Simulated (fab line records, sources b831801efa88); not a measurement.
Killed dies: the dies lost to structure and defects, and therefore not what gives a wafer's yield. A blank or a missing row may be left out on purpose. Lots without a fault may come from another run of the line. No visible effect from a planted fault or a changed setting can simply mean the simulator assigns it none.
fab line records -- flow sky130
record: lots: 11, wafers: 33, last-day: 50
route steps=708 shown POLY_GATE@232 SPACER@304 SD_N@356 LI_CONTACT@381
lots that met no fault: taken from a fault-free run of the same line
start-h: hours from the record's opening day to when the first of the lot's shown wafers began -- wait-h: hours since the lot's step before -- " same as the row above -- L1.1+2: a single row standing in for several wafers -- - no value, or no start was given -- * or withheld: withheld -- < > ~ a bound
route shown NAME@n: a module of which the file shows steps, and the number in the route of the first -- usual: the fault-free wafers' mean and standard deviation -- same: alike in all rows -- chamber/n: place in a boat -- sites: per-site readings -- _std_site: standard deviation across them -- _edge_site: mean of outer sites minus mean of inner sites -- radius-mm: how far each site lies from the wafer's centre -- mask NAME#n: copy n -- behind: the last tool/chamber to shape the wafer -- hold: reason for holding the lot/hours on hold/outcome of the hold -- device: which transistor (n, p or np) failed to switch -- end of line: at the end of the route, the tests of the same wafers -- step lacking rows: just its recipe -- killed: not the wafer's yield, but the dies lost to structure and defects at the first sort -- map: the dies of a wafer, with x for killed, . for not killed, _ for no die there
set.NAME: setting as actually run; set.NAME@STEP: the setting as run at that earlier step -- model.NAME: the simulator's own value behind a step, which no gauge read
steps of the route over a sample of lots; a table a step, a row a wafer
services: when a tool's chamber went out of use (start-h, in hours from the record's first day, below 0 if earlier), for how many hours, and the reason
== steps ==
step: SKY_POLY_GATE_STRIP_18
recipe: chemistry: O2/N2, power-w: 1400, pressure-mtorr: 1500, platen-temp-c: withheld, o2-flow-sccm: 3000, n2-flow-sccm: 300, overash-fraction: 0.5
usual: drypump-motor-current-A: 5.7/0.5, oes-product-au: 0.361/0.0051, strip-time-to-endpoint-s: 3.18/0.054
lot.wafer,tool,chamber,start-h,wait-h,drypump-motor-current-A,oes-product-au,rf-hours-counter-h,strip-time-to-endpoint-s
L430.1,plasma-asher-04,1,378.13,0.0,5.8,0.349,23,3.08
L430.3,plasma-asher-04,0,378.13,0.0,6.6,0.358,-,3.12
L430.5,plasma-asher-04,1,378.13,0.0,5.8,0.354,-,3.12
L432.1,plasma-asher-02,0,397.33,0.0,5.0,0.370,73,3.25
L432.2,plasma-asher-02,1,397.33,0.0,6.1,0.367,73,3.15
L432.4,plasma-asher-02,1,397.33,0.0,6.1,0.371,-,3.22
L433.1,plasma-asher-02,0,410.88,0.0,5.0,0.360,74,3.19
L433.3,plasma-asher-02,0,410.88,0.0,5.0,0.367,-,3.15
L433.6,plasma-asher-02,0,410.88,0.0,4.9,0.369,-,3.16
L437.1,plasma-asher-03,1,442.08,0.0,5.4,0.356,76,3.12
L437.2,plasma-asher-03,0,442.08,0.0,5.6,0.363,76,3.14
L437.4,plasma-asher-03,0,442.08,0.0,5.5,0.363,-,3.12
L438.1,plasma-asher-04,0,456.04,0.0,6.6,0.361,31,3.22
L438.2,plasma-asher-04,1,456.04,0.0,5.8,0.362,31,3.26
L438.6,plasma-asher-04,0,456.04,0.0,6.6,0.362,-,3.28
L439.2,plasma-asher-03,0,457.68,0.0,5.5,0.362,77,3.18
L439.5,plasma-asher-03,1,457.68,0.0,5.4,0.359,-,3.18
L439.6,plasma-asher-03,0,457.68,0.0,5.5,0.357,-,3.10
L446.1,plasma-asher-03,0,529.60,0.0,5.5,0.362,84,3.22
L446.4,plasma-asher-03,0,529.60,0.0,5.5,0.362,-,3.16
L446.6,plasma-asher-03,1,529.60,0.0,5.3,0.352,-,3.18
L449.1,plasma-asher-04,0,543.43,0.0,6.6,0.356,40,3.15
L449.2,plasma-asher-04,1,543.43,0.0,5.8,0.357,40,3.15
L449.5,plasma-asher-04,1,543.43,0.0,5.9,0.361,-,3.07
L450.1,plasma-asher-03,1,557.03,0.0,5.4,0.358,87,3.15
L450.3,plasma-asher-03,1,557.03,0.0,5.4,0.361,-,3.13
L450.4,plasma-asher-03,0,557.03,0.0,5.5,0.365,-,3.18
L452.2,plasma-asher-03,1,561.95,0.0,5.3,0.355,88,3.11
L452.3,plasma-asher-03,0,561.95,0.0,5.5,0.366,-,3.17
L452.5,plasma-asher-03,1,561.95,0.0,5.4,0.350,-,3.13
L451.2,plasma-asher-03,0,563.20,0.0,5.5,0.357,88,3.23
L451.4,plasma-asher-03,0,563.20,0.0,5.5,0.366,-,3.17
L451.5,plasma-asher-03,0,563.20,0.0,5.5,0.366,-,3.12
step: SKY_SPACER_CVD_00
recipe: material: Si3N4, precursor: DCS/NH3, target-thk-nm: 43.1, temp-c: 770, time-s: 740, pressure-mtorr: 250
lot.wafer,tool,chamber,start-h,wait-h
L430.1+3+5,lpcvd-02,0,532.75,0.3
L432.1+2+4,lpcvd-02,0,552.49,0.0
L433.1+3+6,lpcvd-02,1,571.32,1.9
L437.1+2+4,lpcvd-02,1,596.87,0.0
L438.1+2+6,lpcvd-02,1,611.88,0.0
L439.2+5+6,lpcvd-02,1,613.09,1.0
L446.1+4+6,lpcvd-02,0,681.16,0.6
L449.1+2+5,lpcvd-02,0,691.47,0.0
L450.1+3+4,lpcvd-02,1,704.67,0.0
L451.2+4+5,lpcvd-02,1,711.00,0.3
L452.2+3+5,lpcvd-02,1,711.00,1.2
step: SKY_SPACER_THK_MEAS_01
recipe: reads: Si3N4_of_SPACER_CVD_00
usual: SPACER_CVD_00_THK: 43.2/0.44
lot.wafer,tool,chamber,start-h,wait-h,SPACER_CVD_00_THK[nm]
L430.1,film-metro-03,-,533.96,0.0,43.0
L430.3,film-metro-03,-,533.96,0.0,43.0
L430.5,film-metro-03,-,533.96,0.0,43.2
L432.1,film-metro-03,-,553.69,0.0,43.3
L432.2,film-metro-03,-,553.69,0.0,43.4
L432.4,film-metro-03,-,553.69,0.0,43.4
L433.1,film-metro-04,-,573.13,0.0,43.9
L433.3,film-metro-04,-,573.13,0.0,43.8
L433.6,film-metro-04,-,573.13,0.0,43.7
L437.1,film-metro-02,-,598.07,0.0,37.8
L437.2,film-metro-02,-,598.07,0.0,38.1
L437.4,film-metro-02,-,598.07,0.0,38.0
L438.1,film-metro-04,-,613.09,0.0,37.6
L438.2,film-metro-04,-,613.09,0.0,37.8
L438.6,film-metro-04,-,613.09,0.0,37.7
L439.2,film-metro-04,-,614.31,0.0,38.1
L439.5,film-metro-04,-,614.31,0.0,38.2
L439.6,film-metro-04,-,614.31,0.0,38.2
L446.1,film-metro-03,-,682.36,0.0,43.1
L446.4,film-metro-03,-,682.36,0.0,43.1
L446.6,film-metro-03,-,682.36,0.0,43.2
L449.1,film-metro-02,-,692.68,0.0,42.8
L449.2,film-metro-02,-,692.68,0.0,42.9
L449.5,film-metro-02,-,692.68,0.0,42.8
L450.1,film-metro-04,-,705.88,0.0,43.0
L450.3,film-metro-04,-,705.88,0.0,42.8
L450.4,film-metro-04,-,705.88,0.0,42.8
L451.2,film-metro-02,-,712.22,0.0,42.5
L451.4,film-metro-02,-,712.22,0.0,42.3
L451.5,film-metro-02,-,712.22,0.0,42.0
L452.2,film-metro-03,-,712.22,0.0,43.3
L452.3,film-metro-03,-,712.22,0.0,43.1
L452.5,film-metro-03,-,712.22,0.0,42.9
step: SKY_SPACER_ETCHBACK_02
recipe: chemistry: CH3F/O2, target: Si3N4, stop-on: SiO2, source-w: 400, bias-w: 80, pressure-mtorr: 25, ch3f-flow-sccm: 40, O2_flow_sccm: 30, time-s: 46.7, target-depth-a: 450
usual: ch3f-flow-sccm: 39.99/0.11, drypump-motor-current-A: 5.8/0.44, oes-product-au: 0.856/0.0068, throttle-valve-pct: 10.563/0.0091
lot.wafer,tool,chamber,start-h,wait-h,ch3f-flow-sccm,drypump-motor-current-A,oes-product-au,rf-hours-counter-h,throttle-valve-pct
L430.1,rie-diel-04,3,534.02,0.1,40.05,5.4,0.858,4,10.551
L430.3,rie-diel-04,0,534.02,0.1,40.07,5.8,0.856,-,10.560
L430.5,rie-diel-04,0,534.02,0.1,39.76,5.8,0.851,-,10.567
L432.1,rie-diel-02,2,553.75,0.1,40.15,6.3,0.860,37,10.558
L432.2,rie-diel-02,0,553.75,0.1,40.07,5.5,0.857,1,10.565
L432.4,rie-diel-02,1,553.75,0.1,39.95,5.9,0.857,73,10.567
L433.1,rie-diel-02,2,573.19,0.1,40.01,6.3,0.869,38,10.577
L433.3,rie-diel-02,1,573.19,0.1,40.03,5.9,0.856,73,10.578
L433.6,rie-diel-02,0,573.19,0.1,39.95,5.6,0.862,-,10.577
L437.1,rie-diel-04,1,598.13,0.1,40.04,6.1,0.793,1,10.546
L437.2,rie-diel-04,3,598.13,0.1,39.93,5.4,0.802,5,10.556
L437.4,rie-diel-04,0,598.13,0.1,39.80,5.7,0.797,2,10.560
L438.1,rie-diel-04,1,613.15,0.1,40.00,6.1,0.779,1,10.572
L438.2,rie-diel-04,3,613.15,0.1,39.95,5.4,0.804,5,10.564
L438.6,rie-diel-04,3,613.15,0.1,39.95,5.4,0.790,-,10.560
L439.2,rie-diel-02,1,614.36,0.0,40.15,5.9,0.803,74,10.565
L439.5,rie-diel-02,3,614.36,0.0,40.00,4.9,0.806,-,10.534
L439.6,rie-diel-02,2,614.36,0.0,40.06,6.2,0.801,-,10.548
L446.1,rie-diel-01,1,682.42,0.1,40.05,5.4,0.858,10,10.572
L446.4,rie-diel-01,2,682.42,0.1,40.12,6.3,0.851,8,10.569
L446.6,rie-diel-01,2,682.42,0.1,40.02,6.3,0.862,-,10.552
L449.1,rie-diel-04,2,692.74,0.1,39.89,5.8,0.853,12,10.570
L449.2,rie-diel-04,0,692.74,0.1,39.91,5.7,0.845,4,10.570
L449.5,rie-diel-04,2,692.74,0.1,39.81,5.8,0.848,-,10.566
L450.1,rie-diel-01,2,705.94,0.1,39.95,6.3,0.856,9,10.554
L450.3,rie-diel-01,0,705.94,0.1,40.01,5.6,0.851,8,10.560
L450.4,rie-diel-01,1,705.94,0.1,40.06,5.4,0.853,10,10.556
L451.2,rie-diel-01,2,712.27,0.0,40.17,6.3,0.843,9,10.558
L451.4,rie-diel-01,0,712.27,0.0,40.01,5.5,0.847,8,10.567
L451.5,rie-diel-01,1,712.27,0.0,39.94,5.4,0.838,-,10.564
L452.2,rie-diel-04,2,712.27,0.0,39.91,5.8,0.853,12,10.550
L452.3,rie-diel-04,1,712.27,0.0,40.06,6.1,0.861,2,10.544
L452.5,rie-diel-04,2,712.27,0.0,40.04,5.8,0.855,-,10.563
step: SKY_SD_N_RTA_14
recipe: temp-c: 1075, time-s: 2, idle-temp-c: 650, ramp-up-c-per-s: 150, ramp-down-c-per-s: 90, ambient: N2
usual: lamp-power-pct: 15.74/0.053, wafer_temp_C_max: 1077.9/1.3
lot.wafer,tool,chamber,start-h,wait-h,lamp-power-pct,wafer_temp_C_max
L430.1,rtp-anneal-01,0,653.80,0.0,15.78,1078.9
L430.3,rtp-anneal-01,0,653.80,0.0,15.77,1079.0
L430.5,rtp-anneal-01,0,653.80,0.0,15.74,1079.8
L432.1,rtp-anneal-01,0,669.95,0.0,15.75,1077.6
L432.2,rtp-anneal-01,0,669.95,0.0,15.67,1077.1
L432.4,rtp-anneal-01,0,669.95,0.0,15.70,1081.0
L433.1,rtp-anneal-02,0,689.46,0.0,15.74,1077.1
L433.3,rtp-anneal-02,0,689.46,0.0,15.80,1078.1
L433.6,rtp-anneal-02,0,689.46,0.0,15.88,1078.8
L437.1,rtp-anneal-02,0,712.93,0.0,15.72,1078.2
L437.2,rtp-anneal-02,0,712.93,0.0,15.87,1076.3
L437.4,rtp-anneal-02,0,712.93,0.0,15.73,1078.9
L438.1,rtp-anneal-01,0,726.34,0.0,15.75,1079.0
L438.2,rtp-anneal-01,0,726.34,0.0,15.62,1077.7
L438.6,rtp-anneal-01,0,726.34,0.0,15.75,1076.0
L439.2,rtp-anneal-02,0,727.81,0.0,15.65,1075.8
L439.5,rtp-anneal-02,0,727.81,0.0,15.66,1080.1
L439.6,rtp-anneal-02,0,727.81,0.0,15.80,1077.6
L446.1,rtp-anneal-02,0,791.94,0.0,15.67,1078.2
L446.4,rtp-anneal-02,0,791.94,0.0,15.72,1076.0
L446.6,rtp-anneal-02,0,791.94,0.0,15.77,1076.7
L449.1,rtp-anneal-02,0,802.25,0.0,15.74,1078.1
L449.2,rtp-anneal-02,0,802.25,0.0,15.61,1076.3
L449.5,rtp-anneal-02,0,802.25,0.0,15.60,1075.6
L450.1,rtp-anneal-01,0,834.76,0.0,15.79,1077.6
L450.3,rtp-anneal-01,0,834.76,0.0,15.74,1078.0
L450.4,rtp-anneal-01,0,834.76,0.0,15.75,1077.8
L452.2,rtp-anneal-02,0,836.33,0.0,15.76,1077.2
L452.3,rtp-anneal-02,0,836.33,0.0,15.79,1078.2
L452.5,rtp-anneal-02,0,836.33,0.0,15.72,1076.2
L451.2,rtp-anneal-01,0,836.81,0.0,15.70,1076.1
L451.4,rtp-anneal-01,0,836.81,0.0,15.74,1078.8
L451.5,rtp-anneal-01,0,836.81,0.0,15.72,1077.8
step: SKY_LI_CONTACT_SPUTTER_19
recipe: material: Ti, target-thk-nm: 20, chamber-pressure-pa: 5, power-w: 2500, substrate-temp-c: 200, time-s: 106.37
usual: throttle-valve-pct: 30.3/0.82
lot.wafer,tool,chamber,start-h,wait-h,throttle-valve-pct
L430.1,pvd-sputter-01,-,684.51,0.0,31.5
L430.3,pvd-sputter-01,-,684.51,0.0,30.5
L430.5,pvd-sputter-01,-,684.51,0.0,30.3
L432.1,pvd-sputter-01,-,699.70,0.0,30.2
L432.2,pvd-sputter-01,-,699.70,0.0,31.5
L432.4,pvd-sputter-01,-,699.70,0.0,29.3
L433.1,pvd-sputter-03,-,718.78,0.0,30.5
L433.3,pvd-sputter-03,-,718.78,0.0,30.5
L433.6,pvd-sputter-03,-,718.78,0.0,31.0
L437.1,pvd-sputter-03,-,742.02,0.0,30.3
L437.2,pvd-sputter-03,-,742.02,0.0,30.4
L437.4,pvd-sputter-03,-,742.02,0.0,30.7
L438.1,pvd-sputter-03,-,755.85,0.0,30.1
L438.2,pvd-sputter-03,-,755.85,0.0,30.7
L438.6,pvd-sputter-03,-,755.85,0.0,30.5
L439.2,pvd-sputter-02,-,756.26,0.0,30.8
L439.5,pvd-sputter-02,-,756.26,0.0,28.5
L439.6,pvd-sputter-02,-,756.26,0.0,32.0
L446.1,pvd-sputter-02,-,836.59,0.0,31.8
L446.4,pvd-sputter-02,-,836.59,0.0,30.5
L446.6,pvd-sputter-02,-,836.59,0.0,28.3
L449.1,pvd-sputter-02,-,839.51,0.0,32.2
L449.2,pvd-sputter-02,-,839.51,0.0,29.4
L449.5,pvd-sputter-02,-,839.51,0.0,29.5
L450.1,pvd-sputter-03,-,852.37,0.0,30.6
L450.3,pvd-sputter-03,-,852.37,0.0,30.3
L450.4,pvd-sputter-03,-,852.37,0.0,30.0
L452.2,pvd-sputter-03,-,859.19,0.0,30.1
L452.3,pvd-sputter-03,-,859.19,0.0,30.5
L452.5,pvd-sputter-03,-,859.19,0.0,30.5
L451.2,pvd-sputter-03,-,860.79,0.0,30.9
L451.4,pvd-sputter-03,-,860.79,0.0,30.5
L451.5,pvd-sputter-03,-,860.79,0.0,30.2
== services ==
tool,chamber,start-h,hours,kind
rie-diel-02,-,359.29,0.4,repair
pvd-sputter-03,-,361.34,0.5,repair
rie-diel-04,3,432.21,6.0,repair
rie-diel-04,1,475.37,3.9,repair
plasma-asher-03,-,480.41,1.2,repair
lpcvd-02,-,490.83,2.5,repair
pvd-sputter-03,-,506.24,6.8,repair
rie-diel-04,2,528.58,8.5,repair
rie-diel-04,2,546.82,2.6,repair
rie-diel-04,3,559.30,16.3,repair
rie-diel-04,1,646.40,17.9,repair
rie-diel-04,-,648.69,14.6,pm
pvd-sputter-03,-,662.41,0.6,repair
rtp-anneal-02,-,678.38,1.2,pm
lpcvd-02,-,692.93,0.5,repair
plasma-asher-03,-,733.75,9.0,pm
pvd-sputter-03,-,749.38,1.0,repair
rtp-anneal-02,-,774.91,8.2,pm
rie-diel-04,0,775.23,25.5,repair
rie-diel-04,1,786.62,15.7,repair
lpcvd-02,-,805.67,6.0,pm
rtp-anneal-01,-,825.10,3.3,pm
rie-diel-04,-,829.19,0.5,repair
rie-diel-04,0,842.56,3.9,repair
== key ==
first-sign: step: SKY_SPACER_THK_MEAS_01, reading: SPACER_CVD_00_THK, direction: down, sigmas: 12, usual: 43.2, struck: 37.9
effect: step: SKY_SPACER_ETCHBACK_02, reading: oes-product-au, direction: down, sigmas: 8.7, usual: 0.856, struck: 0.797
met-at SKY_SPACER_CVD_00
struck-lots L437,L438,L439
struck-wafers L437.1,L437.2,L437.4,L438.1,L438.2,L438.6,L439.2,L439.5,L439.6
tester-left-out L437,L438,L439
not-acting-at SKY_POLY_GATE_STRIP_18,SKY_SD_N_RTA_14,SKY_LI_CONTACT_SPUTTER_19
onset-between 571.32 596.87
fault: kind: process-parameter-drift, tool: lpcvd-02, chamber: 1, onset-h: 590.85, steps: SKY_SPACER_CVD_00, channel: target-thk-nm, offset: -5.3095, shape: step, end-h: 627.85, acts-in: these-recipes-only, stated: 43.1
tester-left-out: of these lots the tester's yield and bins aren't shown, on N5 and GAA mostly nor the transistor test; their killed dies are dies lost to structure and defects alone, not to doping, threshold or leakage, so they don't give the yield
